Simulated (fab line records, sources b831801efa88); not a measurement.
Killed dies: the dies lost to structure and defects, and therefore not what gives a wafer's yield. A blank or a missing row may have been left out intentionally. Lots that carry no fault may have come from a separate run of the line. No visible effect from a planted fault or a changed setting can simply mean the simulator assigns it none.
Which tool did it? -- flow sky130 -- 12 lots with 35 wafers sampled at 2 steps, on a route of 708 steps

WHAT THE GAUGES SHOWED, per wafer
SKY_VT_ADJUST_HVTP_TW_MEAS_11. Usual: VT_ADJUST_HVTP_TW typically reads 1355, with standard deviation 9.3.
lot,measured,on,VT_ADJUST_HVTP_TW,flag
L294,day 5 22:23,filmMetro-02,1365 1356 1350,
L295,day 6 06:42,filmMetro-03,1359 1367 1361,
L296,day 6 10:57,filmMetro-01,1341 1344 1351,
L297,day 7 01:02,filmMetro-02,1368 1363 1358,
L299,day 7 12:50,filmMetro-02,1400 1363,
L301,day 7 23:04,filmMetro-01,1346 1358 1357,
L308,day 9 17:14,filmMetro-02,1375 1366 1374,
L311,day 10 14:59,filmMetro-02,1365 1357 1358,
L312,day 10 18:18,filmMetro-01,1344 1340 1351,
L313,day 11 07:44,filmMetro-02,1369 1359 1368,
L315,day 11 19:05,filmMetro-01,1351 1356 1349,
L317,day 12 04:55,filmMetro-01,1349 1343 1350,

EACH LOT AND THE TOOL THAT RAN IT (in order: tool; ch and the chambers of the sampled wafers; start)
lot,SKY_VT_ADJUST_HVTP_IMPLANT_09
L294,"implanter-02 ch 0, day 5 22:10"
L295,"implanter-01 ch 0, day 6 06:27"
L296,"implanter-01 ch 0, day 6 10:42"
L297,"implanter-02 ch 0, day 7 00:49"
L299,"implanter-01 ch 0, day 7 12:35"
L301,"implanter-04 ch 0, day 7 22:51"
L308,"implanter-02 ch 0, day 9 17:01"
L311,"implanter-04 ch 0, day 10 14:44"
L312,"implanter-01 ch 0, day 10 18:03"
L313,"implanter-04 ch 0, day 11 07:31"
L315,"implanter-02 ch 0, day 11 18:50"
L317,"implanter-01 ch 0, day 12 04:41"
- SKY_VT_ADJUST_HVTP_IMPLANT_09

AS READ BY THE TOOLS THEMSELVES (means over the sampled wafers that have a number; for cases with no such wafer, the mark the record gives instead)
SKY_VT_ADJUST_HVTP_IMPLANT_09. Usual: beamOnS 9.99 s, standard deviation 0.2; faradayCurrentUA 24.3, standard deviation 0.48.
lot,tool,beamOnS (s),faradayCurrentUA,flag
L294,implanter-02,10.11,24.0,
L295,implanter-01,9.90,24.5,
L296,implanter-01,9.97,24.3,
L297,implanter-02,9.87,24.5,
L299,implanter-01,10.52,23.1,
L301,implanter-04,9.85,24.6,
L308,implanter-02,10.02,24.2,
L311,implanter-04,9.82,24.7,
L312,implanter-01,9.86,24.6,
L313,implanter-04,9.94,24.4,
L315,implanter-02,9.98,24.2,
L317,implanter-01,10.06,24.1,

THE ANSWER, worked out from the rows above alone
Rule: take the mean of a lot's wafers that have a number; if it is more than 3 standard deviations from the usual mean, the lot is off. A lot without any number at a reading at which 4 lots or more have one is off too. Where the step has rows for the other lots, those lots are counted as sound. The gauges are gone through in route order, then the tools' own readings, and for those a lot's mean is taken as printed above. At the first step where some lot is off, the reading lying furthest off is the one used; lots without a number count as furthest.
Across all readings shown, no lot is off: no conclusion can be drawn from this.

WHAT THE SIMULATOR PUT IN
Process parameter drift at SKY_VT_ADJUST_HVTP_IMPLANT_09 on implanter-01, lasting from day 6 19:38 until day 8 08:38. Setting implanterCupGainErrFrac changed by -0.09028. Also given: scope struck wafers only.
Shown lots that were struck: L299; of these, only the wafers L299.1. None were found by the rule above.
